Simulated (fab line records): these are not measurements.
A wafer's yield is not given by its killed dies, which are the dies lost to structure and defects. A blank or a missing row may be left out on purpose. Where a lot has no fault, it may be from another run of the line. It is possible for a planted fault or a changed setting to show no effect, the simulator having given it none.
A struck lot beside a sound one || flow sky130 || 41 out of 708 route steps
Sound: the wafers L532.3, L532.4, L532.6. Wafers L537.3, L537.5, L537.6 were the ones struck. The cause comes at the end.
Each step with rows lists, per side, the tool, then ch with its chambers, then its first start. Under that, the readings that differ: sound wafers || struck wafers || difference of the means || sigmas: that difference in standard deviations of wafers without a fault.
alike: same words and numbers on both sides, and readings whose means sit less than 2 such deviations apart. not compared: any withheld reading, any reading some wafer has no value for, any bound like >300 that may hide the same value, and any number with overlapping values for which the record gives no deviation.
Wherever a step has rows on one side only, a row that says differs or no value, or a row with sigmas, the two part there. Numbers that have no deviation but don't overlap get no sigmas and don't part them. A reading missing from all wafers of one side parts the sides only when that side holds two or more wafers.

first, 7 steps without rows for these wafers: SKY_METAL5_DEHYDRATE_07 (time 60 s); SKY_METAL5_HMDS_08 (prime time 60 s); SKY_METAL5_COAT_09 (resist thk 1800 nm); SKY_METAL5_SOFTBAKE_10 (time 60 s); SKY_METAL5_EXPOSE_11 (exposes mask MM5, target cd 1600 nm); SKY_METAL5_PEB_12; SKY_METAL5_DEVELOP_13 (develop time 60 s).
SKY_METAL5_DESCUM_14: chemistry O2, time 11 s.
  sound on rie_metal-01 ch 0, day 43 16:29; struck on rie_metal-01 ch 0,1, day 45 05:16
  alike: drypump_motor_current_A, he_backside_leak_sccm, oes_product_au
  not compared: rf_hours_counter_h
then, 1 step without rows for these wafers: SKY_METAL5_METAL_ETCH_15 (etches the open film in Cl2/BCl3, stops on SiO2, target depth 1260 nm, time 252 s).
SKY_METAL5_STRIP_16: strips in O2/N2.
  sound on plasma_asher-01 ch 0,1, day 43 17:02; struck on plasma_asher-03 ch 0,1, day 45 05:34
  alike: drypump_motor_current_A, o2_flow_sccm, oes_product_au, strip_time_to_endpoint_s
  not compared: rf_hours_counter_h
then, 2 steps without rows for these wafers: SKY_METAL5_STRIP_17 (strips in post etch residue remover, time 1200 s); SKY_METAL5_CLEAN_18 (cleans in IPA, time 180 s).
SKY_METAL5_CLEAN_19: cleans in O3/DIW.
  sound on wet_bench-03 ch 1, day 43 17:30; struck on wet_bench-03 ch 0, day 45 06:05
then, 1 step without rows for these wafers: SKY_PASSIVATION_CVD_00 (deposits SiO2, target thk 90 nm).
SKY_PASSIVATION_THK_MEAS_01:
  sound on film_metro-02 at day 43 17:38; struck on film_metro-01 at day 45 06:14
  alike: PASSIVATION_CVD_00_THK
SKY_PASSIVATION_CVD_02: deposits Si3N4, target thk 540 nm.
  sound on pecvd-01 ch 0,2, day 43 17:47; struck on pecvd-01 ch 1,2, day 45 06:17
  alike: heater_power_outer_w, heater_power_w
SKY_PASSIVATION_THK_MEAS_03:
  sound on film_metro-02 at day 43 18:02; struck on film_metro-04 at day 45 06:31
  alike: PASSIVATION_CVD_02_THK
then, 7 steps without rows for these wafers: SKY_PASSIVATION_DEHYDRATE_04 (time 60 s); SKY_PASSIVATION_HMDS_05 (prime time 60 s); SKY_PASSIVATION_COAT_06 (resist thk 3000 nm); SKY_PASSIVATION_SOFTBAKE_07; SKY_PASSIVATION_EXPOSE_08 (exposes mask NSM, target cd 3000 nm); SKY_PASSIVATION_PEB_09; SKY_PASSIVATION_DEVELOP_10 (develop time 60 s).
SKY_PASSIVATION_ETCH_11: etches the open film in CF4/O2, stops on AlCu, target depth 725 nm, time 161.1 s.
  sound on rie_diel-04 ch 0,3, day 44 16:19; struck on rie_diel-03 ch 0,3, day 46 02:57
  alike: drypump_motor_current_A, oes_product_au, throttle_valve_pct
  not compared: rf_hours_counter_h
SKY_PASSIVATION_STRIP_12: strips in O2/N2.
  sound on plasma_asher-02 ch 0,1, day 44 16:27; struck on plasma_asher-02 ch 0,1, day 46 03:05
  alike: drypump_motor_current_A, o2_flow_sccm, oes_product_au, strip_time_to_endpoint_s
  not compared: rf_hours_counter_h
then, 13 steps without rows for these wafers: SKY_PAD_OPEN_DEHYDRATE_00 (time 60 s); SKY_PAD_OPEN_HMDS_01 (prime time 60 s); SKY_PAD_OPEN_COAT_02 (resist thk 3000 nm); SKY_PAD_OPEN_SOFTBAKE_03; SKY_PAD_OPEN_EXPOSE_04 (exposes mask PDM, target cd 60000 nm); SKY_PAD_OPEN_PEB_05; SKY_PAD_OPEN_DEVELOP_06 (develop time 60 s); SKY_PAD_OPEN_ETCH_07 (etches the open film in CF4/O2, stops on AlCu, target depth 725 nm, time 161.1 s); SKY_PAD_OPEN_STRIP_08 (strips in O2/N2); SKY_PAD_OPEN_STRIP_09 (strips in post etch residue remover, time 1200 s); SKY_PAD_OPEN_CLEAN_10 (cleans in IPA, time 180 s); SKY_PAD_OPEN_CLEAN_11 (cleans in O3/DIW); SKY_PAD_OPEN_ANNEAL_12.
SKY_PAD_OPEN_BOW_MEAS_13:
  sound on film_metro-02 at day 45 15:47; struck on film_metro-03 at day 47 02:33
  alike: PAD_OPEN_BOW
SKY_PAD_OPEN_PROBE_99:
  sound on prober-01 at day 45 15:58; struck on prober-02 at day 47 02:44
{"reading": "defect_limited_yield (%)", "sound": "84.1 82.9 82.9", "struck": "73.0 72.8 73.4", "difference": -10.2, "sigmas": -5}
{"reading": "killed_at_M4_up", "sound": "0 5 5", "struck": "61 54 61", "difference": "+55", "sigmas": "+29"}
{"reading": "killed_dies", "sound": "78 84 84", "struck": "133 134 131", "difference": "+51", "sigmas": "+5"}
{"reading": "sort_bin_3_pad_short (%)", "sound": "0.6 0.4 0.8", "struck": "2.8 3.5 3.5", "difference": "+2.7", "sigmas": "+6"}
{"reading": "sort_bin_5_function (%)", "sound": "11.6 10.6 8.7", "struck": "16.3 15.9 15.9", "difference": "+5.7", "sigmas": "+4"}
{"reading": "sort_n_pass", "sound": "414 408 408", "struck": "359 358 361", "difference": -51, "sigmas": -5}
{"reading": "sort_yield_pct (%)", "sound": "84.1 82.9 82.9", "struck": "73.0 72.8 73.4", "difference": -10.2, "sigmas": -5}
{"reading": "model.etest.tester.sort_n_pass", "sound": "414 408 408", "struck": "359 358 361", "difference": -51, "sigmas": ""}
{"reading": "model.etest.tester.sort_yield_pct (%)", "sound": "84.15 82.93 82.93", "struck": "72.97 72.76 73.37", "difference": -10.30, "sigmas": ""}
{"reading": "model.etest.tester.sort_bin_5_pct (%)", "sound": "11.59 10.57 8.74", "struck": "16.26 15.85 15.85", "difference": "+5.69", "sigmas": ""}
{"reading": "model.etest.tester.sort_bin_3_pct (%)", "sound": "0.6098 0.4065 0.813", "struck": "2.846 3.455 3.455", "difference": "+2.642", "sigmas": ""}
  alike: killed_at_M0_to_M3, killed_at_contacts, killed_at_front_end, killed_at_other, killed_open, killed_short, sort_bin_6_memory

WHERE THEY PART
Only at SKY_PAD_OPEN_PROBE_99, as far as this record shows.

WHY: what had been put in by the simulator
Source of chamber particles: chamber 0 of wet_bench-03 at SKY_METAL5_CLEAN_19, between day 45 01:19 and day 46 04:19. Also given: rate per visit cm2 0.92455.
